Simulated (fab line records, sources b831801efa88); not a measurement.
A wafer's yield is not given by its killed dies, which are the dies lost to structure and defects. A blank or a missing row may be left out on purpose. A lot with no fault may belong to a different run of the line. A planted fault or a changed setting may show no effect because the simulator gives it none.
Struck lot and sound lot, side by side / flow sky130 / 15 steps out of a route of 708
Sound: wafers L681.1, L681.2, L681.5. The struck wafers were L683.1, L683.5, L683.6. At the end, the cause is stated.
Each step with rows lists, per side, the tool, then ch with its chambers, then its first start. Under that, the readings that differ: sound wafers / struck wafers / difference of the means / sigmas: that difference in standard deviations of wafers without a fault.
alike: words and numbers the same on both sides, and readings whose means are apart by under 2 such deviations; not compared: readings that were withheld, readings missing a value for some wafer, numbers with overlapping values and no deviation given by the record, and bounds like >300 which may hide the same value.
The two part at a step that has a row with sigmas, a row that says differs or no value, or rows on one side only. Non-overlapping numbers with no deviation appear without sigmas and do not part them. A reading missing from all wafers of one side parts the sides only when that side holds two or more wafers.

SKY_VIA3_BOW_MEAS_03:
  sound on film metro-01, day 41 15:16; struck on film metro-03, day 42 04:50
  alike: VIA3_BOW
then, 8 steps without rows for these wafers: SKY_VIA3_DEHYDRATE_04 (time 60 s); SKY_VIA3_HMDS_05 (prime time 60 s); SKY_VIA3_COAT_06 (resist thk 60 nm); SKY_VIA3_COAT_07 (resist thk 450 nm); SKY_VIA3_SOFTBAKE_08 (time 90 s); SKY_VIA3_EXPOSE_09 (exposes mask VIM3, target cd 200 nm); SKY_VIA3_PEB_10; SKY_VIA3_DEVELOP_11 (develop time 60 s).
SKY_VIA3_CD_MEAS_12: target cd 200 nm.
  sound on cd sem-01, day 42 15:13; struck on cd sem-02, day 43 04:02
  alike: cd nm
SKY_VIA3_OVL_MEAS_13:
  sound on overlay-02, day 42 15:20; struck on overlay-02, day 43 04:10
reading=VIA3_OVL (nm); sound=-8 -7 -7; struck=10 8 5; difference=+15; sigmas=+3
SKY_VIA3_ETCH_14: etches BARC in N2/H2, stops on SiO2, time 45.9 s, target depth 60 nm.
  sound on rie diel-04 ch 1,2, day 42 15:22; struck on rie diel-04 ch 0,1, day 43 04:12
  alike: bias w, chamber pressure mTorr, drypump motor current A, oes product au, throttle valve pct
  not compared: rf hours counter h
SKY_VIA3_ETCH_15: etches SiO2 in C4F8/O2/Ar, stops on TiN, target depth 507 nm, time 78 s.
  sound on rie diel-04 ch 1,2, day 42 15:25; struck on rie diel-04 ch 0,1, day 43 04:14
  no value came back on the struck wafers for bias w (W), chamber pressure mTorr (mTorr), oes product au (a.u.); on the sound wafers bias w (W) reads 1200 1203 1200
reading=model.KrF-thick_of_VIA3_COAT_07.thk nm (nm); sound=288.8 291.9 292.3; struck=393.5 394.6 394.4; difference=+103.2; sigmas=
  not compared: rf hours counter h
SKY_VIA3_STRIP_16: strips in O2/N2.
  sound on plasma asher-03 ch 0,1, day 42 15:28; struck on plasma asher-04 ch 0,1, day 43 04:18
reading=oes product au (a.u.); sound=0.404 0.401 0.399; struck=0.456 0.442 0.443; difference=+0.046; sigmas=+10
reading=strip time to endpoint s (s); sound=4.10 4.14 4.14; struck=5.21 5.22 5.22; difference=+1.09; sigmas=+36
  alike: chamber pressure mTorr, drypump motor current A
  not compared: rf hours counter h
then, 1 step without rows for these wafers: SKY_VIA3_STRIP_17 (strips in post etch residue remover, time 1200 s).

WHERE THEY PART
Earliest at SKY_VIA3_OVL_MEAS_13; latest, in this record, at SKY_VIA3_STRIP_16.

WHY: what the simulator had put in
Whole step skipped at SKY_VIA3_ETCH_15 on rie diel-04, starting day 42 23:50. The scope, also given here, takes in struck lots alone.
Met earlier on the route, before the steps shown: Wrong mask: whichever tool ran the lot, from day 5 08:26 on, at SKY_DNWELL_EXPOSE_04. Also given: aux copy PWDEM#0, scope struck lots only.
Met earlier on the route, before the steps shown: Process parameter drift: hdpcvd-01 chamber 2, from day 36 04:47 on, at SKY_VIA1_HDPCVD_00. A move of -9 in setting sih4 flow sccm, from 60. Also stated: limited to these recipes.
